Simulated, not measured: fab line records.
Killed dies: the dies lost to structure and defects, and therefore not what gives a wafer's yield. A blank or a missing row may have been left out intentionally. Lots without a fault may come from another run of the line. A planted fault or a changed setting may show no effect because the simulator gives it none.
What tool caused it? -- flow gf180mcu -- Sampling: 13 lots, 39 wafers, 4 of 602 route steps

== WHAT EACH GAUGE READ, for each wafer ==
GF_VT_IMPLANT_OVL_MEAS_18.
lot,measured,on,VT_IMPLANT_01_OVL (nm)
L242,day 6 07:00,overlay-01,-0.4 0.5 1.0
L243,day 6 12:52,overlay-02,1.5 0.8 2.3
L245,day 6 21:49,overlay-01,1.0 2.4 2.7
L251,day 8 13:22,overlay-01,1.4 0.6 0.4
L255,day 9 17:31,overlay-02,0.2 2.2 0.8
L257,day 10 05:22,overlay-01,-0.3 1.2 1.8
L259,day 10 22:37,overlay-02,-0.1 2.9 0.7
L260,day 11 10:22,overlay-01,-1.5 -1.6 0.7
L261,day 11 14:22,overlay-01,1.7 0.7 -0.3
L263,day 11 19:03,overlay-02,0.5 0.8 2.9
L262,day 11 20:55,overlay-01,0.9 0.3 -0.2
L264,day 12 08:04,overlay-01,-0.4 -0.4 -1.8
L265,day 12 11:01,overlay-02,0.5 -0.5 -0.5

GF_VT_IMPLANT_TW_MEAS_32.
lot,measured,on,VT_IMPLANT_3_TW
L242,day 6 21:47,film_metro-03,272.0 271.7 271.3
L243,day 7 04:57,film_metro-02,269.5 270.9 268.9
L245,day 7 14:18,film_metro-02,269.8 269.8 270.9
L251,day 9 06:31,film_metro-04,273.8 272.1 273.5
L255,day 10 11:12,film_metro-02,269.8 271.3 270.6
L257,day 11 00:19,film_metro-02,267.5 268.9 268.8
L259,day 11 17:27,film_metro-04,274.2 273.9 273.0
L260,day 12 04:57,film_metro-02,268.9 269.8 271.3
L261,day 12 08:51,film_metro-02,272.0 270.7 272.0
L263,day 12 14:02,film_metro-02,271.9 270.0 269.3
L262,day 12 15:59,film_metro-02,269.6 270.2 270.6
L264,day 13 04:08,film_metro-04,273.8 273.8 273.3
L265,day 13 07:24,film_metro-04,275.2 274.2 274.4

GF_POLY_GATE_CD_MEAS_10 targets a cd of 280 nm.
lot,measured,on,cd_nm (nm)
L242,day 9 11:57,cd_sem-01,280.8 280.3 281.0
L243,day 9 15:31,cd_sem-01,280.4 281.0 281.8
L245,day 9 22:31,cd_sem-02,279.4 280.1 279.8
L251,day 11 20:25,cd_sem-02,278.9 278.2 277.1
L255,day 13 07:27,cd_sem-02,279.7 280.3 281.6
L257,day 13 22:38,cd_sem-02,281.9 281.6 281.3
L259,day 14 09:19,cd_sem-02,279.1 279.9 280.1
L260,day 14 23:30,cd_sem-02,278.3 277.9 279.1
L261,day 15 04:16,cd_sem-01,281.6 280.0 280.2
L263,day 15 09:30,cd_sem-01,281.5 281.7 281.7
L262,day 15 12:04,cd_sem-01,279.2 279.1 280.1
L264,day 16 01:51,cd_sem-02,279.0 279.5 279.0
L265,day 16 07:19,cd_sem-01,280.7 280.8 281.9

== WHICH TOOL RAN EACH LOT (tool, then ch and the chambers of the sampled wafers, then the start) ==
lot,GF_DUAL_GATE_WET_ETCH_12
L242,"wet_bench-02 ch 2, day 8 08:17"
L243,"wet_bench-04 ch 2, day 8 18:47"
L245,"wet_bench-02 ch 0, day 9 01:59"
L251,"wet_bench-04 ch 3, day 10 21:23"
L255,"wet_bench-02 ch 2, day 12 06:50"
L257,"wet_bench-03 ch 2, day 12 21:56"
L259,"wet_bench-03 ch 2, day 13 09:56"
L260,"wet_bench-04 ch 2, day 13 22:38"
L261,"wet_bench-03 ch 3, day 14 03:20"
L263,"wet_bench-04 ch 1, day 14 08:47"
L262,"wet_bench-03 ch 2, day 14 12:26"
L264,"wet_bench-04 ch 2, day 15 00:23"
L265,"wet_bench-02 ch 1, day 15 04:11"
- GF_DUAL_GATE_WET_ETCH_12: etches SiO2 in dHF, target depth 13 nm, time 260 s.

== WHAT THE TOOLS THEMSELVES READ (means of the sampled wafers that have a number; where no wafer has one, the mark that the record gives instead) ==
GF_DUAL_GATE_WET_ETCH_12.
lot,tool,bath_heat_duty_pct (%),temp_c (C)
L242,wet_bench-02,7.0,25.12
L243,wet_bench-04,5.4,24.98
L245,wet_bench-02,6.2,24.79
L251,wet_bench-04,0.0,11.01
L255,wet_bench-02,6.9,25.13
L257,wet_bench-03,5.9,25.07
L259,wet_bench-03,5.2,25.07
L260,wet_bench-04,6.2,24.99
L261,wet_bench-03,6.8,25.02
L263,wet_bench-04,6.5,25.13
L262,wet_bench-03,5.8,24.90
L264,wet_bench-04,5.8,24.97
L265,wet_bench-02,6.6,24.98

== THE ANSWER, worked out from the rows above alone ==
Rule: the lots themselves supply what counts as usual. Put in order of their means at a reading, lots are off if they are a third of the lots or fewer, leave a main group of 4 or more, and stand apart from it by a gap of 3 or more times the standard deviation of the main group's means; of several such gaps the widest counts. The tables above print the reading to a certain number of digits; a main group whose means all agree to those digits is not used. Also off: a lot with no number at a reading for which 4 or more lots have one. Where the step has rows for the other lots, those lots are counted as sound. First the gauges in route order, then the tools' own readings, where a lot's mean is used as printed above. At the first step where some lot is off, the reading lying furthest off is the one used; lots without a number count as furthest.
Off: L251, at GF_DUAL_GATE_WET_ETCH_12 (temp_c). Main group: mean 25.01 C, sd 0.097.
A tool fits if, at that step or a process step before it, it ran every lot that is off, and no sound lot after the first of them. No candidate that was tried fits.

== WHAT HAD BEEN PUT IN BY THE SIMULATOR ==
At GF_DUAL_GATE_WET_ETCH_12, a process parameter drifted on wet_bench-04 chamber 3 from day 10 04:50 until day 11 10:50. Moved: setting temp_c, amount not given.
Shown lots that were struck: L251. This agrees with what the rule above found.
